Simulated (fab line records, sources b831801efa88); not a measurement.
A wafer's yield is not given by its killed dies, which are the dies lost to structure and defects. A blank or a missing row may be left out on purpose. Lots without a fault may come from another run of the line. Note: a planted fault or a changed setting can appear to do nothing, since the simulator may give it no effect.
Struck lot and sound lot, side by side / flow sky130 / 15 out of 708 route steps
Sound: wafers L756.3, L756.4, L756.6. Struck: wafers L762.1, L762.4, L762.6. At the end, the cause is stated.
For every step that has rows: the tool of each side, followed by ch and its chambers, followed by its first start. Under that, the readings that differ: sound wafers / struck wafers / difference of the means / sigmas: that difference in standard deviations of wafers without a fault.
alike: readings with means less than 2 such deviations apart, plus words and numbers identical on both sides. not compared: withheld readings, readings lacking a value on some wafer, bounds such as >300 that could conceal the same value, and numbers that have no deviation in the record and whose values overlap.
The two part at a step that has a row with sigmas, a row that says differs or no value, or rows on one side only. Numbers that don't overlap but have no deviation are shown without sigmas and don't part them. A reading missing from all wafers of one side parts the sides only when that side holds two or more wafers.

first, 7 steps without rows for these wafers: SKY_POLY_CUT_HMDS_01 (prime time 60 s); SKY_POLY_CUT_COAT_02 (resist thk 60 nm); SKY_POLY_CUT_COAT_03 (resist thk 450 nm); SKY_POLY_CUT_SOFTBAKE_04 (time 90 s); SKY_POLY_CUT_EXPOSE_05 (exposes mask NPCM, target cd 270 nm); SKY_POLY_CUT_PEB_06; SKY_POLY_CUT_DEVELOP_07 (develop time 60 s).
SKY_POLY_CUT_CD_MEAS_08 targets a cd of 270 nm.
  sound on cd sem-02, day 26 23:38; struck on cd sem-02, day 28 15:41
  alike: cd nm
SKY_POLY_CUT_OVL_MEAS_09:
  sound on overlay-02, day 26 23:44; struck on overlay-02, day 28 15:49
  alike: POLY_CUT_OVL
SKY_POLY_CUT_ETCH_10: etches BARC in N2/H2, stops on SiO2, time 45.9 s, target depth 60 nm.
  sound on rie diel-01 ch 2,3, day 26 23:45; struck on rie diel-03 ch 2,3, day 28 15:51
  alike: drypump motor current A, oes product au, throttle valve pct
  not compared: rf hours counter h
SKY_POLY_CUT_ETCH_11: etches Si3N4 in CF4/CH2F2/Ar, stops on poly-Si, time 42.5 s, target depth 60 nm.
  sound on rie diel-01 ch 2,3, day 26 23:47; struck on rie diel-03 ch 2,3, day 28 15:53
  alike: drypump motor current A, oes product au, throttle valve pct
  not compared: rf hours counter h
SKY_POLY_CUT_STRIP_12: strips in O2/N2.
  sound on plasma asher-04 ch 0,1, day 26 23:52; struck on plasma asher-03 ch 0,1, day 28 15:56
  alike: drypump motor current A, oes product au, strip time to endpoint s
  not compared: rf hours counter h
SKY_SD_P_DEHYDRATE_00: time 60 s.
  sound on litho track-03 ch 0, day 27 13:14; struck on litho track-04 ch 0, day 29 05:48
reading=heater power total W (W); sound=160.43 160.29 160.37; struck=158.01 157.97 157.95; difference=-2.39; sigmas=-18
reading=plate temp C (C); sound=199.93 199.79 199.88; struck=197.72 197.61 197.71; difference=-2.19; sigmas=-14
  alike: exhaust pa
then, 1 step without rows for these wafers: SKY_SD_P_HMDS_01 (prime time 60 s).
-- a jump in the record: the struck wafers' starts before and after are 20 days apart (it breaks off in module SD_P and resumes in module PAD_OPEN, where the first step shown is number 708 of the route) --
SKY_PAD_OPEN_PROBE_99:
  sound on prober-01, day 47 21:57; struck on prober-01, day 49 00:40
  alike: killed_at_M0_to_M3, killed_at_M4_up, killed at contacts, killed at front end, killed at other, killed dies, killed open, killed short

== WHERE THEY PART ==
Only at SKY_SD_P_DEHYDRATE_00, within this record. Later steps at which nothing parts them and some readings are alike: SKY_PAD_OPEN_PROBE_99.

WHY: the cause the simulator had injected
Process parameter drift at SKY_SD_P_DEHYDRATE_00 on litho track-04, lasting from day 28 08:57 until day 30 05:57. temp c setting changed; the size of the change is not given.
